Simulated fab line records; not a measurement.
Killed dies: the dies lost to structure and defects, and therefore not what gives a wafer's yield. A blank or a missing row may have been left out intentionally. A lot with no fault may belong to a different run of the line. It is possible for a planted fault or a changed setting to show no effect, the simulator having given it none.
A single fault, viewed from 2 desks / flow gf180mcu / every desk sees just its own numbers, and what lay behind them comes last

FOR THE TOOL OWNER'S DESK: cvd_w-01
The tool's own readings at GF_V3_CVD_23 (deposits W, target thk 350 nm, time 104.9 s): means of the sampled wafers that have a number, for each lot that ran on this tool. A lot is out of limits, marked OUT, if its mean lies more than 4 standard deviations from the usual mean; the brackets give that distance.
Columns: A = chamber_pressure_Torr at GF_V3_CVD_23, usual 40.00 Torr; B = heater_power_w at GF_V3_CVD_23, usual 890 W
lot=L139; first seen here=day 23 00:20; A=40.07; B=952
lot=L136; first seen here=day 23 06:30; A=40.07; B=950
lot=L142; first seen here=day 23 19:02; A=39.93; B=889
lot=L149; first seen here=day 26 01:37; A=39.96; B=959
lot=L151; first seen here=day 27 02:28; A=40.07; B=950
lot=L159; first seen here=day 29 11:19; A=39.96; B=896
Result from this desk: across the 6 lots, nothing is out of limits.

METROLOGY DESK
Lot by lot, what the gauges showed, no matter which tool ran the lot: averages of those sampled wafers that carry a number. A lot is out of limits, marked OUT, if its mean lies more than 4 standard deviations from the usual mean; the brackets give that distance.
Columns: A = V3_CVD_02_THK at GF_V3_THK_MEAS_03, usual 854 nm; B = V3_BOW at GF_V3_BOW_MEAS_05, usual 115 um; C = V3_W_RS at GF_V3_RS_MEAS_24, usual 0.327 ohm/sq; D = V3_W_THK at GF_V3_THK_MEAS_25, usual 346 nm
lot=L139; first seen here=day 22 00:35; A=845; B=110; C=0.326; D=352
lot=L136; first seen here=day 22 06:09; A=863; B=116; C=0.327; D=341
lot=L142; first seen here=day 22 19:35; A=875; B=125; C=0.324; D=349
lot=L145; first seen here=day 23 21:19; A=858; B=99; C=0.329; D=344
lot=L148; first seen here=day 24 16:35; A=860; B=109; C=0.327; D=351
lot=L149; first seen here=day 25 02:48; A=845; B=104; C=0.531 (+55) OUT; D=265 (-16) OUT
lot=L151; first seen here=day 26 03:00; A=862; B=124; C=0.688 (+97) OUT; D=204 (-27) OUT
lot=L155; first seen here=day 27 04:14; A=830; B=104; C=0.330; D=340
lot=L158; first seen here=day 28 09:01; A=846; B=110; C=0.326; D=352
lot=L159; first seen here=day 28 12:23; A=858; B=109; C=0.324; D=349
This desk reports L149, L151 out of limits; the earliest was L149 at day 26 01:43 (V3_W_RS at GF_V3_RS_MEAS_24). Within limits: L139, L136, L142, L145, L148, L155, L158, L159.

ALL TOGETHER
L149, L151 would have let the metrology desk raise an alarm at day 26 01:43.
Nothing out of limits was seen by the tool owner's desk.
On record at the tool owner's desk: L149, L151, within its limits.
All the named lots went through GF_V3_CVD_23 on cvd_w-01.

WHAT THE SIMULATOR HAD INSERTED
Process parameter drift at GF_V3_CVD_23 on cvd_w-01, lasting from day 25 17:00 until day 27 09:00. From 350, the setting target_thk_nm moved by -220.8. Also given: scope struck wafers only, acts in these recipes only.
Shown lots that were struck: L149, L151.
Delay in hours, fault start to first out-of-limits reading, per desk: metrology desk 9.
